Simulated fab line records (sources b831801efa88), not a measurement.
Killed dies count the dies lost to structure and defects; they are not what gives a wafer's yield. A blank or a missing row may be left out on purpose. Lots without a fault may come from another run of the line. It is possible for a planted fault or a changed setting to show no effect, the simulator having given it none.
2 desks, one fault -- flow gf180mcu -- what lay behind the numbers comes last; until then each desk has only its own

## METROLOGY DESK
Lot by lot, what the gauges showed, no matter which tool ran the lot: averages of those sampled wafers that carry a number. The brackets show how far a lot's mean lies from the usual mean; more than 4 standard deviations puts the lot out of limits, marked OUT.
Columns: A = NSD_OVL at GF_NSD_OVL_MEAS_08, usual -0.6 nm
lot,first seen here,A
L784,day 13 11:24,-0.6
L785,day 13 18:08,2.0
L786,day 14 04:12,0.0
L787,day 14 08:55,-2.1
L789,day 15 02:46,-1.1
L792,day 16 02:06,-0.8
L793,day 16 12:12,-0.4
L795,day 17 09:53,0.8
L798,day 18 12:01,-0.1
L799,day 18 13:51,-1.1
L805,day 20 16:27,-1.9
L806,day 20 18:44,-0.7
L807,day 21 06:20,-1.1
Finding of this desk: none of the 13 lots has anything out of limits.

## DESK OF THE TOOL OWNER: wet-bench-03
The tool's own readings at GF_HV_LDD_CLEAN_51 (cleans in SC1/SC2, time 150 s): means of the sampled wafers that have a number, for each lot that ran on this tool. The brackets show how far a lot's mean lies from the usual mean; more than 4 standard deviations puts the lot out of limits, marked OUT.
Columns: A = run-length-s at GF_HV_LDD_CLEAN_51, usual 177 s
lot,first seen here,A
L787,day 13 09:05,176
L792,day 15 00:22,183
L793,day 15 11:25,175
L798,day 17 10:11,187
L805,day 19 13:30,175
L806,day 19 15:27,176
Finding of this desk: none of the 6 lots has anything out of limits.

## PUT TOGETHER
At the metrology desk, nothing out of limits was observed.
Nothing out of limits was seen by the tool owner's desk.

## WHAT THE SIMULATOR PUT IN
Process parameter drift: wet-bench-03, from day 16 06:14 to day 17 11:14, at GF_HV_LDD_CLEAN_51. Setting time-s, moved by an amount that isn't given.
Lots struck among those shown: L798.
